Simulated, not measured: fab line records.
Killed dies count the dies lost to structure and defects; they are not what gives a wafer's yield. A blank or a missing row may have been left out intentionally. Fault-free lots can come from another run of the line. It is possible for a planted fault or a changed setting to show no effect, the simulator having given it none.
Matching of chambers | flow gf180mcu | 3 sister chambers for GF_V5_CVD_02 on pecvd-03
The step deposits SiO2 from TEOS, target thk 1450 nm, time 163.28 s. 3 wafers are shown with their chamber, then 7 later ones without.

WAFERS PAIRED WITH THEIR CHAMBERS
wafer  | chamber | heaterPowerW (W)
L080.5 | 2       | 644
L084.1 | 0       | 598
L084.3 | 1       | 587

WAFERS WHOSE CHAMBER IS MISSING
wafer  | heaterPowerW (W)
L084.6 | 667
L090.1 | 617
L090.3 | 802
L090.6 | 567
L094.1 | 640
L094.3 | 702
L094.5 | 519

CHAMBER TAKEN BY EACH
wafer  | from the rows above          | in truth
L084.6 | can't be placed: 2 or 0 or 1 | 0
L090.1 | can't be placed: 0 or 2 or 1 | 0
L090.3 | can't be placed: 2 or 0 or 1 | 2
L090.6 | can't be placed: 1 or 0 or 2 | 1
L094.1 | can't be placed: 2 or 0 or 1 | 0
L094.3 | can't be placed: 2 or 0 or 1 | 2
L094.5 | can't be placed: 1 or 0 or 2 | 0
Placed correctly: 0 of 7. Can't be placed from these rows: 7 (the true chamber is among the candidates in 7). Wrongly placed: 0.
How it was worked out, from the rows above alone: a wafer's distance from a chamber is the root of the sum, over the readings, of the square of ((its reading less the chamber's mean) divided by the reading's scatter). The wafer belongs to the nearest chamber; if the next one is less than 2 further off, it can't be placed. The mean given for a chamber averages the wafers shown for that chamber. The scatter: with one shown wafer a chamber, the root of the mean of the squares of how far each hidden wafer lies from its nearest shown one.
